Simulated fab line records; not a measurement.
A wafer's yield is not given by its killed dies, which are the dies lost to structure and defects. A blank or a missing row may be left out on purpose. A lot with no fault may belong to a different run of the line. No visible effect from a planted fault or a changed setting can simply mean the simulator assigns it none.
8D (eight disciplines) problem report, filled in by code	flow sky130	the parts of the form that need people (team, actions taken, sign-off) are left out

## 1. THE PROBLEM
Mean FIELD_ISO_OXIDATION_01_THK at SKY_FIELD_ISO_THK_MEAS_23: 4.20 nm over 6 wafers in 2 lots; fault-free wafers: 9.99 nm, standard deviation 0.21. Relative to the usual mean, that is a shift of -28 standard deviations.
First seen on wafer L396.1, day 5 23:04, on film-metro-04. At this step, 36 wafers from 12 lots have a number in the record. Rule for "out" (also "out of limits"): further than 4 standard deviations from the usual mean. The rest of the wafers with a number are treated as sound.

## 2. WHAT IT IS AND WHAT IT IS NOT
question	is	is not
which readings at this step	FIELD_ISO_OXIDATION_01_THK	-
which lots	L396, L400	L379, L381, L382, L383, L384, L386, L389, L391, L401, L402
which wafers of those lots	all that have a number	-
read on which gauges	film-metro-03, film-metro-04	film-metro-01
when	from day 5 23:04	up to then (24 sound wafers); but 6 sound wafers of L401, L402 came after

## 3. WHAT RULES OUT EACH SUSPECT
Counting: any tool at a process step up to the reading is kept as a suspect provided that every lot that is out went through it and no sound lot did after the first of them.
- the gauge at SKY_FIELD_ISO_THK_MEAS_23 is ruled out. The wafers that are out were read on 2 gauges (film-metro-03, film-metro-04).
- furnace-02 at SKY_FIELD_ISO_OXIDATION_22 (stabilise 600 s, purge 300 s, target thk 10 nm): kept. It processed each lot that is out, first L396 at day 5 21:53, and no sound lot thereafter; up to then, the last sound lot it processed was L382 at day 3 01:28.
Remaining after the count: furnace-02 at SKY_FIELD_ISO_OXIDATION_22.

## 4. THE CAUSE (what the simulator had put in)
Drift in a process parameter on furnace-02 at SKY_FIELD_ISO_OXIDATION_22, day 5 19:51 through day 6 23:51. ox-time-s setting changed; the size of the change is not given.
Only this tool survived the counting.

## 5. SEQUENCE OF EFFECTS, ordered by route
Rows list readings where the struck wafers' mean (over those with a number) sits beyond 3 standard deviations from the usual. Scope: only readings with a usual standard deviation given in the record; hours: median across lots of the time from each lot's start at the first step in this table that gives one to its start at this step; sigmas: change in usual standard deviations.
hours	step	reading	usual	on struck wafers	change	sigmas
0	SKY_FIELD_ISO_THK_MEAS_23	FIELD_ISO_OXIDATION_01_THK	9.99 nm	4.20	-5.79	-28
At these later measuring or inspecting steps, every struck wafer for which the step has a row has a number for every such reading, and none has moved that far: SKY_PWDE_TW_MEAS_10.

## 6. HOW IT WOULD HAVE BEEN CAUGHT EARLIER
3 hours passed between the start of the fault at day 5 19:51 and the first reading out of limits at a measuring or inspecting step in this record, taken at day 5 23:04.
Tool readings at SKY_FIELD_ISO_OXIDATION_22 with a usual standard deviation given in the record: none out on any struck wafer, hence no alarm at a limit of 4 standard deviations on them.
Of the lots that are out (2), L400 began SKY_FIELD_ISO_OXIDATION_22 on furnace-02 after day 5 23:04. A hold on the tool at that time would have spared it.
